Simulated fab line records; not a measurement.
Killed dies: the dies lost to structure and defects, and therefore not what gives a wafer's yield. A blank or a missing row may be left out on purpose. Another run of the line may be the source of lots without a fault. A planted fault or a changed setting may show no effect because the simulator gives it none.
8D (eight disciplines) problem report, filled in by code + flow sky130 + the parts of the form that need people (team, actions taken, sign-off) are left out

1. WHAT WENT WRONG
Wafers without a fault read 6500.1 W, standard deviation 0.98; cathode dc power W at SKY_CAPM_SPUTTER_02 reads a mean of 6254.9 W on 2 wafers belonging to 2 lots. So: -99 or more standard deviations from the usual mean.
The step: material TiN, target thk 200 nm, time 166.7 s.
Earliest sighting: wafer L224.3 on pvd sputter-02 at day 40 17:55. The record has a number at this step for 12 wafers belonging to 4 lots. Rule for "out" (also "out of limits"): further than 4 standard deviations from the usual mean. The other wafers with a number count as sound.

2. WHAT IT IS, WHAT IT ISN'T
| question                    | is                 | is not                                                                   |
|-----------------------------|--------------------|--------------------------------------------------------------------------|
| which readings at this step | cathode dc power W | throttle valve pct                                                       |
| which lots                  | L224, L225         | L217, L229                                                               |
| which wafers of those lots  | L224.3, L225.4     | L224.1, L224.2, L225.2, L225.5                                           |
| read on which tools         | pvd sputter-02     | pvd sputter-03                                                           |
| when                        | from day 40 17:55  | up to then (5 sound wafers); but 5 sound wafers of L225, L229 came after |

3. WHAT RULES OUT EACH SUSPECT
Counting: any tool at a process step up to the reading remains a suspect provided it ran every lot that is out. Sound lots after the first of them don't rule it out here, since some wafers of a struck lot are sound.
- pvd sputter-02 at SKY_CAPM_SPUTTER_02 (material TiN, target thk 200 nm, time 166.7 s): kept. It processed each lot that is out (first: L224, day 40 17:55); up to then, its last sound lot is L217 (day 38 20:30). Its own readings are out on those wafers: cathode dc power W.
Left after counting: pvd sputter-02 at SKY_CAPM_SPUTTER_02.

4. THE CAUSE (what the simulator had put in)
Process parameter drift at SKY_CAPM_SPUTTER_02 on pvd sputter-02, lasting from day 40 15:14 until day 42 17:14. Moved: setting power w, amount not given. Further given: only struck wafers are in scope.
The count eliminated every tool but this one.

5. SEQUENCE OF EFFECTS, ordered by route
Each row: a reading whose mean over the struck wafers that have a number lies more than 3 standard deviations from the usual. Scope: only readings with a usual standard deviation given in the record; hours: median across lots of the time from each lot's start at the first step in this table that gives one to its start at this step; sigmas: change in usual standard deviations.
| hours | step                | reading            | usual    | on struck wafers | change | sigmas      |
|-------|---------------------|--------------------|----------|------------------|--------|-------------|
| 0     | SKY_CAPM_SPUTTER_02 | cathode dc power W | 6500.1 W | 6254.9           | -245.2 | -99 or more |
Its process steps:
- SKY_CAPM_SPUTTER_02: material TiN, target thk 200 nm, time 166.7 s.

6. WHAT WOULD HAVE CAUGHT IT SOONER
In this record the first reading out of limits was taken at day 40 17:55, 3 hours after the fault began at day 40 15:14.
